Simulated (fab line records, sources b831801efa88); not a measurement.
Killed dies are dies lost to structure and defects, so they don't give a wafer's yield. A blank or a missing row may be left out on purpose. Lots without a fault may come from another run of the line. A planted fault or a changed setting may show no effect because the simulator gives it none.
Which tool did it? | flow sfq_line | 15 lots, 44 wafers sampled, at 2 steps of a route of 325

WHAT THE GAUGES READ, wafer by wafer
SFQ_M0_RS_MEAS_904: measures by four-point-probe.
lot  | measured     | on            | M0_NB_RS (ohm/sq)
L759 | day 4 22:59  | film_metro-04 | 0.885 0.880 0.890
L760 | day 5 00:13  | film_metro-02 | 0.882 0.882 0.885
L761 | day 7 17:20  | film_metro-04 | 0.886 0.890 0.898
L763 | day 8 23:35  | film_metro-04 | 0.873 0.885 0.895
L764 | day 9 05:36  | film_metro-02 | 0.879 0.878 0.875
L770 | day 11 01:53 | film_metro-03 | 0.636 0.887 0.888
L772 | day 11 18:02 | film_metro-03 | 0.630 0.891 0.882
L773 | day 12 04:50 | film_metro-03 | 0.625 0.628
L775 | day 12 16:52 | film_metro-04 | 0.866 0.870 0.883
L776 | day 13 01:26 | film_metro-03 | 0.902 0.896 0.900
L777 | day 13 07:09 | film_metro-02 | 0.883 0.887 0.890
L779 | day 13 20:22 | film_metro-03 | 0.893 0.879 0.878
L780 | day 14 03:33 | film_metro-04 | 0.870 0.874 0.882
L781 | day 14 08:22 | film_metro-03 | 0.881 0.865 0.876
L782 | day 14 17:58 | film_metro-04 | 0.880 0.885 0.888

WHICH TOOL RAN EACH LOT (tool, then ch and the chambers of the sampled wafers, then the start)
lot  | SFQ_TRILAYER_M0_DEP_SPUTTER_019
L759 | pvd_sputter-06, day 4 22:53
L760 | pvd_sputter-03, day 5 00:05
L761 | pvd_sputter-04, day 7 17:12
L763 | pvd_sputter-06, day 8 23:28
L764 | pvd_sputter-03, day 9 05:27
L770 | pvd_sputter-03, day 11 01:48
L772 | pvd_sputter-03, day 11 17:57
L773 | pvd_sputter-03, day 12 04:45
L775 | pvd_sputter-06, day 12 16:45
L776 | pvd_sputter-04, day 13 01:21
L777 | pvd_sputter-06, day 13 07:04
L779 | pvd_sputter-06, day 13 20:16
L780 | pvd_sputter-06, day 14 03:28
L781 | pvd_sputter-06, day 14 08:16
L782 | pvd_sputter-04, day 14 17:52
- SFQ_TRILAYER_M0_DEP_SPUTTER_019: material Nb, target thk 200 nm, time 133.3 s.

WHAT THE TOOLS THEMSELVES READ (means of the sampled wafers that have a number; where no wafer has one, the mark that the record gives instead)
SFQ_TRILAYER_M0_DEP_SPUTTER_019.
lot  | tool           | throttle_valve_pct (%)
L759 | pvd_sputter-06 | 29.8
L760 | pvd_sputter-03 | 29.7
L761 | pvd_sputter-04 | 31.0
L763 | pvd_sputter-06 | 29.5
L764 | pvd_sputter-03 | 30.3
L770 | pvd_sputter-03 | 29.8
L772 | pvd_sputter-03 | 30.2
L773 | pvd_sputter-03 | 30.1
L775 | pvd_sputter-06 | 28.9
L776 | pvd_sputter-04 | 31.3
L777 | pvd_sputter-06 | 29.5
L779 | pvd_sputter-06 | 29.0
L780 | pvd_sputter-06 | 29.5
L781 | pvd_sputter-06 | 29.7
L782 | pvd_sputter-04 | 31.4

THE ANSWER, worked out from the rows above alone
Rule: what is usual is taken from the lots themselves. Put in order of their means at a reading, lots are off if they are a third of the lots or fewer, leave a main group of 4 or more, and stand apart from it by a gap of 3 or more times the standard deviation of the main group's means; of several such gaps the widest counts. A main group whose means are all the same, to the digits that the tables above print for the reading, isn't used. A lot without any number at a reading at which 4 lots or more have one is off too. The other lots that the step has rows for count as sound. The gauges are gone through in route order, then the tools' own readings, and for those a lot's mean is taken as printed above. The first step at which some lot is off is used, and at that step the reading that is off furthest; a lot without a number counts as furthest.
Off: L770, L772, L773, at SFQ_M0_RS_MEAS_904 (M0_NB_RS). The main group: mean 0.883 ohm/sq, standard deviation 0.0072.
A tool fits if, at a process step before that reading, it ran every lot that is off, and no sound lot after the first of them. The gauges at SFQ_M0_RS_MEAS_904 are tried like those tools. One fits: pvd_sputter-03 at SFQ_TRILAYER_M0_DEP_SPUTTER_019. Its last sound lot is L764 (day 9 05:27), its first lot that is off L770 (day 11 01:48): a fault that began between those two fits.

WHAT THE SIMULATOR HAD PUT IN
Process parameter drift: pvd_sputter-03, from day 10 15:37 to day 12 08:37, at SFQ_TRILAYER_M0_DEP_SPUTTER_019. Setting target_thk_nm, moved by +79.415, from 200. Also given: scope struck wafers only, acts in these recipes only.
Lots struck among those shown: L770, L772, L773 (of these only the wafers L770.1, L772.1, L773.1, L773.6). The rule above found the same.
